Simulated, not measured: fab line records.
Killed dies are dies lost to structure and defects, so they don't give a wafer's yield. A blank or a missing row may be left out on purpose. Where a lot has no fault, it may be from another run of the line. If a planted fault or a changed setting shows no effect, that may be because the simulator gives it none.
Which tool was responsible?	flow gf180mcu	11 lots with 33 wafers sampled at 5 steps, on a route of 602 steps

WHAT THE GAUGES READ, wafer by wafer
GF_V4_THK_MEAS_01. Usual: V4_CVD_00_THK 599 nm, standard deviation 7.3.
lot	measured	on	V4_CVD_00_THK (nm)	flag
L954	day 23 10:07	film_metro-01	604 608 598	
L955	day 24 11:48	film_metro-03	589 592 596	
L958	day 25 03:37	film_metro-03	599 591 602	
L960	day 25 08:49	film_metro-01	587 605 591	
L961	day 26 04:43	film_metro-03	605 606 595	
L964	day 26 13:27	film_metro-03	595 594 610	
L968	day 28 00:04	film_metro-01	604 594 606	
L970	day 28 14:13	film_metro-01	603 602 596	
L972	day 29 07:10	film_metro-01	592 583 595	
L973	day 29 15:30	film_metro-04	610 597 599	
L977	day 30 12:41	film_metro-04	591 600 597	

GF_V4_BOW_MEAS_05. Usual: V4_BOW 134 um, standard deviation 9.7.
lot	measured	on	V4_BOW (um)	flag
L954	day 23 10:36	film_metro-01	123 136 135	
L955	day 24 12:20	film_metro-01	146 132 131	
L958	day 25 04:06	film_metro-01	124 136 126	
L960	day 25 09:19	film_metro-04	143 141 139	
L961	day 26 05:13	film_metro-03	121 136 119	
L964	day 26 13:57	film_metro-03	144 132 130	
L968	day 28 00:34	film_metro-03	140 138 138	
L970	day 28 14:43	film_metro-04	146 142 148	
L972	day 29 07:40	film_metro-01	125 116 137	
L973	day 29 15:59	film_metro-03	130 134 134	
L977	day 30 13:11	film_metro-03	129 131 130	

WHAT TOOL EACH LOT RAN ON (gives the tool, then ch and the chambers of the sampled wafers, and finally the start)
lot	GF_M4_SPUTTER_02	GF_M4_METAL_ETCH_16	GF_M4_STRIP_17
L954	pvd_sputter-01, day 22 10:22	rie_metal-02 ch 0,1, day 23 09:23	plasma_asher-01 ch 0,1, day 23 09:31
L955	pvd_sputter-01, day 23 12:44	rie_metal-04 ch 0,1, day 24 11:04	plasma_asher-01 ch 0,1, day 24 11:11
L958	pvd_sputter-03, day 24 05:14	rie_metal-01 ch 0,1, day 25 02:53	plasma_asher-01 ch 0,1, day 25 03:01
L960	pvd_sputter-03, day 24 10:09	rie_metal-01 ch 0,1, day 25 08:05	plasma_asher-03 ch 0,1, day 25 08:13
L961	pvd_sputter-04, day 25 05:10	rie_metal-01 ch 0,1, day 26 03:59	plasma_asher-04 ch 0,1, day 26 04:07
L964	pvd_sputter-04, day 25 14:59	rie_metal-02 ch 0,1, day 26 12:41	plasma_asher-04 ch 0,1, day 26 12:49
L968	pvd_sputter-01, day 27 02:52	rie_metal-01 ch 0,1, day 27 23:11	plasma_asher-04 ch 0,1, day 27 23:19
L970	pvd_sputter-03, day 27 16:37	rie_metal-01 ch 0,1, day 28 13:25	plasma_asher-04 ch 0,1, day 28 13:32
L972	pvd_sputter-04, day 28 11:02	rie_metal-04 ch 0,1, day 29 06:23	plasma_asher-01 ch 0,1, day 29 06:31
L973	pvd_sputter-04, day 28 19:52	rie_metal-04 ch 0,1, day 29 14:44	plasma_asher-04 ch 0,1, day 29 14:52
L977	pvd_sputter-03, day 29 17:01	rie_metal-02 ch 0,1, day 30 11:56	plasma_asher-01 ch 0,1, day 30 12:04
- GF_M4_SPUTTER_02: material AlCu, target thk 450 nm, time 23.9 s.
- GF_M4_METAL_ETCH_16: etches the open film in Cl2/BCl3, stops on SiO2, target depth 750.8 nm, time 125.1 s.
- GF_M4_STRIP_17: strips in O2/N2.

WHAT THE TOOLS THEMSELVES READ (means of the sampled wafers that have a number; where no wafer has one, the mark that the record gives instead)
GF_M4_SPUTTER_02. Usual: 30.0 % for throttle_valve_pct, sd 1.3.
lot	tool	throttle_valve_pct (%)	flag
L954	pvd_sputter-01	29.3	
L955	pvd_sputter-01	29.8	
L958	pvd_sputter-03	30.1	
L960	pvd_sputter-03	30.1	
L961	pvd_sputter-04	30.5	
L964	pvd_sputter-04	30.8	
L968	pvd_sputter-01	28.9	
L970	pvd_sputter-03	29.5	
L972	pvd_sputter-04	30.2	
L973	pvd_sputter-04	30.2	
L977	pvd_sputter-03	29.3	

GF_M4_METAL_ETCH_16. Usual: bias_w 140.0 W, standard deviation 0.43; drypump_motor_current_A 5.8 A, standard deviation 0.49; he_backside_leak_sccm 3.5 sccm, standard deviation 0.38; oes_product_au 0.989 a.u., standard deviation 0.0068; throttle_valve_pct 28.231 %, standard deviation 0.011.
lot	tool	bias_w (W)	drypump_motor_current_A (A)	he_backside_leak_sccm (sccm)	oes_product_au (a.u.)	throttle_valve_pct (%)	flag
L954	rie_metal-02	140.3	6.1	3.3	0.993	28.232	
L955	rie_metal-04	139.8	5.3	3.3	0.990	28.238	
L958	rie_metal-01	139.7	5.7	3.5	0.991	28.223	
L960	rie_metal-01	140.0	6.1	3.5	0.986	28.225	
L961	rie_metal-01	139.9	6.1	3.6	0.987	28.224	
L964	rie_metal-02	139.9	6.1	3.4	0.988	28.228	
L968	rie_metal-01	207.5	5.7	3.6	1.000	28.216	OFF
L970	rie_metal-01	207.9	5.7	4.2	0.999	28.221	OFF
L972	rie_metal-04	140.1	5.3	3.3	0.987	28.232	
L973	rie_metal-04	140.1	5.5	3.5	0.981	28.243	
L977	rie_metal-02	139.7	6.1	3.4	0.986	28.239	

GF_M4_STRIP_17. Usual: drypump_motor_current_A 5.6 A, standard deviation 0.37; heater_power_w 347 W, standard deviation 20; o2_flow_sccm 2998 sccm, standard deviation 8.4; oes_product_au 0.537 a.u., standard deviation 0.0047; strip_time_to_endpoint_s 7.40 s, standard deviation 0.048.
lot	tool	drypump_motor_current_A (A)	heater_power_w (W)	o2_flow_sccm (sccm)	oes_product_au (a.u.)	strip_time_to_endpoint_s (s)	flag
L954	plasma_asher-01	5.3	335	2996	0.533	7.32	
L955	plasma_asher-01	5.3	336	2997	0.534	7.37	
L958	plasma_asher-01	5.3	340	3000	0.538	7.40	
L960	plasma_asher-03	5.6	341	2996	0.542	7.46	
L961	plasma_asher-04	5.6	360	2999	0.536	7.42	
L964	plasma_asher-04	5.7	362	3003	0.536	7.36	
L968	plasma_asher-04	5.6	356	2999	0.517	6.94	OFF
L970	plasma_asher-04	5.6	357	2996	0.521	6.96	OFF
L972	plasma_asher-01	5.5	352	3002	0.540	7.43	
L973	plasma_asher-04	5.7	358	2999	0.538	7.45	
L977	plasma_asher-01	5.3	331	2997	0.538	7.44	

THE ANSWER, worked out from the rows above alone
Rule: lot off if the mean of its wafers having a number is beyond 3 standard deviations from the usual mean. Also off: a lot with no number at a reading for which 4 or more lots have one. All remaining lots with rows at the step are treated as sound. First the gauges in route order, then the tools' own readings, where a lot's mean is used as printed above. At the first step where some lot is off, the reading lying furthest off is the one used; lots without a number count as furthest.
Off, at GF_M4_METAL_ETCH_16 on bias_w: L968, L970.
If a tool, at that step or one of the process steps before it, ran each lot that is off and ran no sound lot following the first of them, it fits. One fits: GF_M4_METAL_ETCH_16 on rie_metal-01. A fault onset in the window from L961 (day 26 03:59, its last sound lot) to L968 (day 27 23:11, its first lot off) fits.
The tool's own readings at GF_M4_METAL_ETCH_16 bear it out: on the lots that are off they differ by more than 5 times the standard deviation of the sound lots' means. bias_w reads 207.7 W there against 139.9 W on the sound lots.

WHAT WAS PUT IN BY THE SIMULATOR
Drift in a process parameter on rie_metal-01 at GF_M4_METAL_ETCH_16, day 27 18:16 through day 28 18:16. A move of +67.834 in setting bias_w, from 140. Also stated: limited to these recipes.
Shown lots that were struck: L968, L970. Same finding as the rule above.
